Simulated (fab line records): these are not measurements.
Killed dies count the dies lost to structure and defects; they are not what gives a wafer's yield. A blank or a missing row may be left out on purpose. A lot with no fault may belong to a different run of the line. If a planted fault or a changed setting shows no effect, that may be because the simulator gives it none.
Matching of chambers	flow sfq-line	SFQ_TRILAYER_I2_VIA_ETCH_VIA_ETCH_070 on rie-diel-01 has 4 sister chambers
The step etches SiO2 in CHF3, stops on Nb, target depth 260 nm. 4 wafers are shown with their chamber, then 8 later ones without.

## EACH WAFER AND ITS CHAMBER
wafer	chamber	drypump-motor-current-A (A)
L529.1	0	5.6
L542.3	3	6.4
L542.5	1	6.7
L543.1	2	5.9

## WAFERS WITH NO CHAMBER GIVEN
wafer	drypump-motor-current-A (A)
L543.3	5.5
L543.6	5.5
L544.2	6.4
L544.3	5.6
L544.5	5.9
L548.1	6.7
L548.2	5.6
L548.6	5.9

## CHAMBER TAKEN BY EACH
wafer	from the rows above	in truth
L543.3	0	0
L543.6	0	0
L544.2	3	3
L544.3	0	0
L544.5	2	2
L548.1	1	1
L548.2	0	0
L548.6	2	2
Placed correctly: 8 of 8. Not placeable from these rows: 0. Wrongly placed: 0.
How it was worked out, from the rows above alone: a wafer's distance from a chamber is the root of the sum, over the readings, of the square of ((its reading less the chamber's mean) divided by the reading's scatter). The wafer belongs to the nearest chamber; if the next one is less than 2 further off, it can't be placed. A chamber's mean is the mean of its shown wafers. The scatter (one wafer shown for each chamber): square how far every hidden wafer sits from the nearest shown wafer, average those squares and take the square root.
